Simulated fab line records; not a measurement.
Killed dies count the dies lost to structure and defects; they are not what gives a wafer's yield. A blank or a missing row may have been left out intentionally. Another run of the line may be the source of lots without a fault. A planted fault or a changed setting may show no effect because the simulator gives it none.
The tool behind it: which one? / flow sky130 / at 1 step of a route of 708, 7 lots with 21 wafers sampled

== WHAT THE GAUGES READ, wafer by wafer ==
SKY_VIA3_BOW_MEAS_03.
lot=L847; measured=day 38 21:48; on=film metro-01; VIA3_BOW (um)=81 79 62
lot=L851; measured=day 40 01:57; on=film metro-03; VIA3_BOW (um)=86 88 95
lot=L853; measured=day 40 12:56; on=film metro-03; VIA3_BOW (um)=90 81 80
lot=L856; measured=day 41 18:03; on=film metro-01; VIA3_BOW (um)=88 94 87
lot=L858; measured=day 42 06:52; on=film metro-02; VIA3_BOW (um)=76 85 90
lot=L864; measured=day 43 18:08; on=film metro-03; VIA3_BOW (um)=97 94 87
lot=L869; measured=day 44 22:04; on=film metro-03; VIA3_BOW (um)=83 77 69

== TOOL THAT RAN EACH LOT (tool first, then ch and the chambers of the sampled wafers, then the start) ==
Before these readings, the record contains no process step.

== THE ANSWER, worked out from the rows above alone ==
Rule: usual is defined by the lots themselves. Put in order of their means at a reading, lots are off if they are a third of the lots or fewer, leave a main group of 4 or more, and stand apart from it by a gap of 3 or more times the standard deviation of the main group's means; of several such gaps the widest counts. Not used: any main group whose means are identical at the precision the tables above print for the reading. Also off: a lot with no number at a reading for which 4 or more lots have one. All remaining lots with rows at the step are treated as sound.
No lot is off on any of the readings shown, so nothing can be concluded from this.

== WHAT THE SIMULATOR HAD PUT IN ==
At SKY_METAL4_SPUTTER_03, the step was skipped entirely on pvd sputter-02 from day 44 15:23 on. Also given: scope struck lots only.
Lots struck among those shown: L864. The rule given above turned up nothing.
